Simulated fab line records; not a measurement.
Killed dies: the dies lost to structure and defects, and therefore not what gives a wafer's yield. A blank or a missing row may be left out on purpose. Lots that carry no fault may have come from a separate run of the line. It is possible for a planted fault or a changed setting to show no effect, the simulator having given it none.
Check for tools in common -- flow gf180mcu -- Sample size 13 lots and 39 wafers

## WHAT PROMPTED THE OPENING
Of 13 lots, 2 have the reading HV_LDD_4_TW flagged at GF_HV_LDD_TW_MEAS_50. Wafers without a fault read 563, standard deviation 6.5.
Rule: flag the lot when none of its wafers has a number, or when each of its wafers that has one lies beyond 4 standard deviations from that mean. All remaining lots are regarded as sound.

lot,measured,on,"HV_LDD_4_TW, wafer by wafer",flag
L962,day 13 20:35,film-metro-04,567 569 568,
L963,day 14 09:44,film-metro-02,557 560 561,
L964,day 14 15:40,film-metro-04,568 563 565,
L965,day 14 22:58,film-metro-03,571 573 570,
L967,day 15 16:01,film-metro-02,556 557 556,
L970,day 16 16:32,film-metro-02,522 524 524,FLAGGED
L972,day 17 09:53,film-metro-03,535 536 533,FLAGGED
L978,day 19 04:32,film-metro-04,568 568 565,
L980,day 19 19:39,film-metro-02,557 559 558,
L982,day 20 09:16,film-metro-02,555 555 554,
L983,day 20 18:10,film-metro-02,552 555 557,
L984,day 21 03:43,film-metro-03,571 572 572,
L985,day 21 09:29,film-metro-02,556 557 555,
Average over the flagged lots: 529; offset from the usual -34, equal to -5 standard deviations.

## LOT BY LOT: THE TOOL USED
The record holds 2 process steps before the reading, out of a route of 602 steps. In each cell: the tool, then ch and the chambers that the sampled wafers went through, then the start.
lot,flag,GF_VT_IMPLANT_STRIP_42,GF_HV_LDD_IMPLANT_48
L962,,"plasma-asher-01 ch 0,1, day 8 07:27","implanter-02 ch 0, day 13 20:21"
L963,,"plasma-asher-01 ch 0,1, day 8 17:20","implanter-03 ch 0, day 14 09:31"
L964,,"plasma-asher-01 ch 0,1, day 8 22:36","implanter-02 ch 0, day 14 15:25"
L965,,"plasma-asher-01 ch 0,1, day 9 06:46","implanter-02 ch 0, day 14 22:43"
L967,,"plasma-asher-04 ch 0,1, day 9 18:57","implanter-01 ch 0, day 15 15:46"
L970,FLAGGED,"plasma-asher-04 ch 0,1, day 10 17:57","implanter-03 ch 0, day 16 16:18"
L972,FLAGGED,"plasma-asher-01 ch 0,1, day 11 09:41","implanter-03 ch 0, day 17 09:38"
L978,,"plasma-asher-04 ch 0,1, day 12 22:43","implanter-01 ch 0, day 19 04:19"
L980,,"plasma-asher-04 ch 0,1, day 13 13:43","implanter-01 ch 0, day 19 19:27"
L982,,"plasma-asher-03 ch 0,1, day 14 01:25","implanter-02 ch 0, day 20 09:01"
L983,,"plasma-asher-04 ch 0,1, day 14 09:05","implanter-02 ch 0, day 20 17:55"
L984,,"plasma-asher-01 ch 0,1, day 14 15:50","implanter-02 ch 0, day 21 03:28"
L985,,"plasma-asher-04 ch 0,1, day 14 21:47","implanter-01 ch 0, day 21 09:16"
What these steps do:
- GF_VT_IMPLANT_STRIP_42: strips in O2/N2.
- GF_HV_LDD_IMPLANT_48
- GF_HV_LDD_TW_MEAS_50

## FLAGGED OVER TOTAL, TOOL BY TOOL (the gauges that took the reading come last)
step,tool,lots run,flagged,share of the flagged lots,sound lots run after its first flagged lot
GF_VT_IMPLANT_STRIP_42,plasma-asher-01,6,1,some,1 (L984)
GF_VT_IMPLANT_STRIP_42,plasma-asher-03,1,0,none,-
GF_VT_IMPLANT_STRIP_42,plasma-asher-04,6,1,some,"4 (L978,L980,L983,L985)"
GF_HV_LDD_IMPLANT_48,implanter-01,4,0,none,-
GF_HV_LDD_IMPLANT_48,implanter-02,6,0,none,-
GF_HV_LDD_IMPLANT_48,implanter-03,3,2,all,0
GF_HV_LDD_TW_MEAS_50,film-metro-02,7,1,some,"4 (L980,L982,L983,L985)"
GF_HV_LDD_TW_MEAS_50,film-metro-03,3,1,some,1 (L984)
GF_HV_LDD_TW_MEAS_50,film-metro-04,3,0,none,-

## THE TABLE: WHAT IT ALLOWS
Rows of the table that ran each flagged lot: 1, that is implanter-03 at GF_HV_LDD_IMPLANT_48.
- implanter-03 at GF_HV_LDD_IMPLANT_48 ran 3 lots, 2 of them flagged. Its last sound lot is L963 (day 14 09:31), its first flagged lot L970 (day 16 16:18): a fault that began between those two fits. Its own readings lie more than 4 standard deviations out on every wafer of the flagged lots: beam-on-s, faraday-current-uA.
What remains is a single tool, implanter-03 at GF_HV_LDD_IMPLANT_48.

## WHAT THE SIMULATOR HAD PUT IN
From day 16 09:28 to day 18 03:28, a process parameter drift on implanter-03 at GF_HV_LDD_IMPLANT_48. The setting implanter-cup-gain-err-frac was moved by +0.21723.
Shown lots that were struck: L970, L972. This agrees with what the rule above found.
